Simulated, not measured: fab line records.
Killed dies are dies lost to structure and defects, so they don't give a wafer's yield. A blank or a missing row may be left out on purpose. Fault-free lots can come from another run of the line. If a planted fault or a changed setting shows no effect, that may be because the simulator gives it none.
Code-filled problem report in 8D (eight disciplines) form	flow gf180mcu	the parts of the form that need people (team, actions taken, sign-off) are left out

1. WHAT WENT WRONG
GF_M3_SOFTBAKE_10, runLengthS: mean 91.12 s over 1 wafer from 1 lot; wafers with no fault: 88.86 s, standard deviation 0.13. Measured from the usual mean, that is +17 standard deviations.
The step: time 60 s.
Seen first at day 26 18:29 on lithoTrack-03, wafer L483.6. The record has a number at this step for 39 wafers belonging to 13 lots. Rule for "out", or "out of limits": more than 4 standard deviations from the usual mean. All remaining wafers that have a number are taken as sound.

2. WHAT IT IS AND WHAT IT IS NOT
question	is	is not
which readings at this step	runLengthS	-
which lots	L483	L467, L468, L469, L470, L471, L474, L475, L478, L479, L480, L481, L485
which wafers of those lots	L483.6	L483.4, L483.5
read on which tools	lithoTrack-03	lithoTrack-01, lithoTrack-02
when	from day 26 18:29	up to then (35 sound wafers); but 3 sound wafers of L485 came after

3. THE SUSPECTS, EACH WITH WHAT RULES IT OUT
Counting: if a tool at a process step up to the reading ran every lot that is out, it stays a suspect. Sound lots after the first of them don't rule it out here, since some wafers of a struck lot are sound.
- pvdSputter-01 at GF_M3_SPUTTER_01 (material TiN, target thk 30 nm, time 25 s): kept. It ran the lot that is out, L483 (day 26 08:15); its last sound lot up to then is L475 (day 23 07:07).
- lithoTrack-03 at GF_M3_SOFTBAKE_10 (time 60 s): kept. It ran the lot that is out, L483 (day 26 18:29); its last sound lot up to then is L474 (day 23 05:05). On those wafers its own readings are out: runLengthS.
Left after counting: pvdSputter-01 at GF_M3_SPUTTER_01, lithoTrack-03 at GF_M3_SOFTBAKE_10.

4. THE CAUSE (what the simulator had put in)
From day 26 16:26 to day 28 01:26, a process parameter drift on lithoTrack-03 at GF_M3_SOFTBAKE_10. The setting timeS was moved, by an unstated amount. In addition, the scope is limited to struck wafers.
This tool is one of the 2 suspects left after counting.

5. THE EFFECT CHAIN, in route order
Each row: a reading whose mean over the struck wafers that have a number lies more than 3 standard deviations from the usual. Scope: only readings with a usual standard deviation given in the record; hours: median across lots of the time from each lot's start at the first step in this table that gives one to its start at this step; sigmas: change in usual standard deviations.
hours	step	reading	usual	on struck wafers	change	sigmas
0	GF_M3_SOFTBAKE_10	runLengthS	88.86 s	91.12	+2.26	+17
Here are the process steps it includes:
- GF_M3_SOFTBAKE_10: time 60 s.
At these later measuring or inspecting steps, every struck wafer for which the step has a row has a number for every such reading, and none has moved that far: GF_M3_CD_MEAS_14.

6. WHAT WOULD HAVE CAUGHT IT SOONER
2 hours passed between the start of the fault at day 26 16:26 and the first reading out of limits in this record, taken at day 26 18:29.
